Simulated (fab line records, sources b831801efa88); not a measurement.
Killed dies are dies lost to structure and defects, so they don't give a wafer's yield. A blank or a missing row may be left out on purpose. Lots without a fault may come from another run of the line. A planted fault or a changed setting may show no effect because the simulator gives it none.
fab line records | flow gf180mcu
record lots=14 wafers=41 last_day=34
route steps=602 shown V1@337
lots that met no fault: from a run of the same line without faults
start_h: hours from the record's first day to the start of the lot's first wafer shown | wait_h: hours since the lot's step before | " the same as in the row above | L1.1+2: a row that stands for several wafers | - no value, or no start given | * or withheld: withheld | < > ~ a bound
route shown NAME@n: a module of which the file shows steps, and the number in the route of the first | usual: mean/standard deviation of fault-free wafers | same: alike in all rows | chamber/n: place in a boat | sites: the reading at each site | _std_site: their standard deviation | _edge_site: outer sites' mean less inner sites' | radius_mm: how far each site lies from the wafer's centre | mask NAME#n: copy n | behind: the tool/chamber that last shaped the wafer | hold: why the lot was held/for how many hours/how that ended | device: the transistor (n, p or np) that didn't switch | end of line: the same wafers' tests at the end of the route | a step without rows: its recipe alone | killed: dies lost to structure and defects at the first sort, not the wafer's yield | map: a wafer's dies, x killed, . not, _ none there
set.NAME: the setting as run; set.NAME@STEP: as run at that earlier step | model.NAME: the simulator's own value behind a step, which no gauge read
steps of the route over a sample of lots; a table a step, a row a wafer
services: from which hour (start_h, from the record's first day; less than 0 if before it) a tool's chamber was out of use, for how many hours, and why
## steps
# step GF_V1_CVD_02
# recipe material=SiO2 target_thk_nm=850 precursor=TEOS temp_c=400 time_s=94.851 rf_w=600
# usual heater_power_w=656/110 rf_fwd_power_W=596.3/2.2 run_length_s=122.9/0.43
# columns lot.wafer tool chamber start_h wait_h heater_power_w rf_fwd_power_W run_length_s
L236.1 pecvd-01 2 388.81 0.1 906 595.2 123.8
L236.2 " 0 " " 676 593.2 123.1
L236.6 " 2 " " 735 594.5 123.1
L237.3 pecvd-04 2 402.56 0.0 525 596.4 123.0
L237.4 " 1 " " 493 598.5 122.7
L237.5 " 0 " " 678 594.4 122.8
L238.2 pecvd-01 0 408.17 0.0 742 594.8 122.6
L238.3 " 2 " " 901 595.9 123.4
L238.6 " 1 " " 540 596.0 123.2
L239.1 pecvd-01 2 419.68 0.1 864 594.3 123.4
L239.3 " 0 " " 650 592.8 122.8
L239.6 " 1 " " 538 597.2 123.1
L240.1 pecvd-04 1 428.68 0.1 599 597.4 122.6
L240.4 " 1 " " 614 599.2 122.7
L240.6 " 2 " " 487 597.5 122.9
L241.1 pecvd-04 1 433.44 0.1 562 601.0 122.7
L241.3 " 0 " " 695 595.7 122.8
L241.6 " 0 " " 721 595.0 122.8
L243.1 pecvd-01 2 453.64 0.1 813 594.6 123.1
L243.4 " 1 " " 622 596.9 122.9
L243.6 " 2 " " 861 592.9 123.5
L244.2 pecvd-01 2 458.01 0.0 876 595.0 123.4
L244.3 " 0 " " 631 595.0 122.9
L244.5 " 2 " " 719 591.7 123.3
L245.2 pecvd-02 0 470.53 0.0 820 595.1 122.5
L245.4 " 0 " " 645 598.1 122.6
L245.5 " 1 " " 634 600.0 123.3
L247.1 pecvd-04 1 488.69 0.1 600 599.7 122.9
L247.2 " 0 " " 631 595.0 122.7
L247.4 " 0 " " 677 596.8 122.8
L248.1 pecvd-04 1 494.57 0.1 601 597.9 122.6
L248.2 " 2 " " 530 598.9 123.1
L248.4 " 0 " " 680 599.9 122.9
L249.3 pecvd-04 2 509.35 0.0 617 595.4 123.2
L249.5 " 0 " " 733 594.1 126.3
L249.6 " 2 " " 484 595.1 127.1
L251.4 pecvd-04 0 520.15 0.1 724 598.3 122.7
L251.6 " 2 " " 554 595.9 126.5
L259.2 pecvd-01 1 588.40 0.0 546 595.8 122.9
L259.5 " 0 " " 771 592.2 122.9
L259.6 " 1 " " 601 594.6 123.5
# step GF_V1_THK_MEAS_03
# recipe reads=SiO2_of_V1_CVD_02
# usual V1_CVD_02_THK=850/10
# columns lot.wafer tool chamber start_h wait_h V1_CVD_02_THK[nm]
L236.1 film_metro-03 - 388.88 0.0 828
L236.2 " - " " 835
L236.6 " - " " 849
L237.3 film_metro-02 - 402.65 0.1 842
L237.4 " - " " 858
L237.5 " - " " 849
L238.2 film_metro-04 - 408.25 0.0 849
L238.3 " - " " 833
L238.6 " - " " 858
L239.1 film_metro-03 - 419.75 0.0 836
L239.3 " - " " 844
L239.6 " - " " 849
L240.1 film_metro-04 - 428.75 0.0 845
L240.4 " - " " 865
L240.6 " - " " 865
L241.1 film_metro-03 - 433.51 0.0 842
L241.3 " - " " 834
L241.6 " - " " 854
L243.1 film_metro-02 - 453.71 0.0 844
L243.4 " - " " 854
L243.6 " - " " 849
L244.2 film_metro-04 - 458.09 0.0 829
L244.3 " - " " 831
L244.5 " - " " 839
L245.2 film_metro-02 - 470.61 0.0 849
L245.4 " - " " 871
L245.5 " - " " 868
L247.1 film_metro-02 - 488.76 0.0 852
L247.2 " - " " 843
L247.4 " - " " 856
L248.1 film_metro-03 - 494.64 0.0 850
L248.2 " - " " 850
L248.4 " - " " 858
L249.3 film_metro-03 - 509.44 0.1 849
L249.5 " - " " 892
L249.6 " - " " 893
L251.4 film_metro-03 - 520.21 0.0 849
L251.6 " - " " 883
L259.2 film_metro-04 - 588.48 0.0 847
L259.5 " - " " 860
L259.6 " - " " 853
# step GF_V1_CMP_04
# recipe material=SiO2 down_force_psi=4 platen_rpm=60 pad_velocity_m_s=0.94248
# usual motor_current_A=12.4/1.1 time_to_endpoint_s=80/5
# columns lot.wafer tool chamber start_h wait_h motor_current_A time_to_endpoint_s
L236.1 cmp-01 0 388.99 0.1 11.3 74
L236.2 " 1 " " 11.9 81
L236.6 " 3 " " 12.7 82
L237.3 cmp-02 3 402.69 0.0 12.5 82
L237.4 " 0 " " 14.2 85
L237.5 " 3 " " 13.1 84
L238.3 cmp-01 1 408.40 0.1 12.7 73
L238.2 " 2 " " 14.4 76
L238.6 " 3 " " 11.5 83
L239.1 cmp-01 2 419.91 0.1 13.6 65
L239.3 " 3 " " 12.0 68
L239.6 " 1 " " 12.7 75
L240.4 cmp-02 0 428.86 0.1 14.5 84
L240.1 " 1 " " 11.8 80
L240.6 " 3 " " 12.1 91
L241.3 cmp-02 2 433.62 0.1 10.3 71
L241.1 " 3 " " 12.4 79
L241.6 " 1 " " 12.3 83
L243.1 cmp-02 1 453.77 0.1 11.8 83
L243.4 " 3 " " 13.2 84
L243.6 " 2 " " 11.5 79
L244.3 cmp-02 1 458.40 0.3 12.3 76
L244.2 " 3 " " 12.5 79
L244.5 " 2 " " 11.3 78
L245.4 cmp-01 0 470.66 0.0 11.2 85
L245.2 " 2 " " 14.9 72
L245.5 " 1 " " 12.3 83
L247.1 cmp-01 3 488.82 0.1 12.1 81
L247.2 " 1 " " 12.2 80
L247.4 " 2 " " 13.8 81
L248.1 cmp-01 3 494.70 0.1 12.3 81
L248.2 " 0 " " 12.2 80
L248.4 " 1 " " 12.5 84
L249.3 cmp-01 3 509.48 0.0 12.3 79
L249.5 " 3 " " 12.1 97
L249.6 " 0 " " 11.7 94
L251.4 cmp-02 3 520.39 0.2 12.9 83
L251.6 " 1 " " 11.7 95
L259.2 cmp-01 0 588.68 0.2 10.5 84
L259.5 " 1 " " 12.6 87
L259.6 " 2 " " 14.3 82
## services
# columns tool chamber start_h hours kind
pecvd-04 2 365.52 9.4 repair
cmp-01 - 365.85 1.1 repair
pecvd-04 - 383.11 2.8 pm
cmp-01 - 404.28 4.0 pm
cmp-01 - 408.28 - consumable_replace:conditioner
cmp-01 - 408.28 - consumable_replace:pad
pecvd-02 - 408.72 1.2 repair
pecvd-04 2 409.33 4.5 repair
cmp-01 - 414.72 2.2 repair
cmp-01 - 434.28 4.2 pm
cmp-01 - 443.47 1.9 repair
pecvd-04 - 456.34 0.4 repair
cmp-02 - 459.38 4.1 pm
cmp-02 - 479.53 5.5 pm
pecvd-02 2 495.82 3.6 repair
pecvd-04 - 542.98 0.3 repair
pecvd-01 - 561.47 0.8 pm
pecvd-01 - 571.03 10.5 repair
cmp-02 - 572.00 4.0 pm
pecvd-01 0 575.70 4.8 repair
cmp-02 - 576.00 - consumable_replace:conditioner
cmp-02 - 576.00 - consumable_replace:pad
pecvd-01 - 581.56 4.3 pm
## key
first_sign step=GF_V1_CVD_02 reading=run_length_s direction=up sigmas=8.7 usual=* struck=*
effect step=GF_V1_THK_MEAS_03 reading=V1_CVD_02_THK direction=up sigmas=3.9 usual=850 struck=889
effect step=GF_V1_CMP_04 reading=time_to_endpoint_s direction=up sigmas=3.1 usual=* struck=*
met_at GF_V1_CVD_02
struck_lots L249,L251
struck_wafers L249.5,L249.6,L251.6
onset_between 494.57 509.35
fault kind=process_parameter_drift tool=pecvd-04 chamber=- onset_h=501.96 steps=GF_V1_CVD_02 channel=time_s offset=* shape=step end_h=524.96 scope=struck_wafers_only acts_in=* stated=*
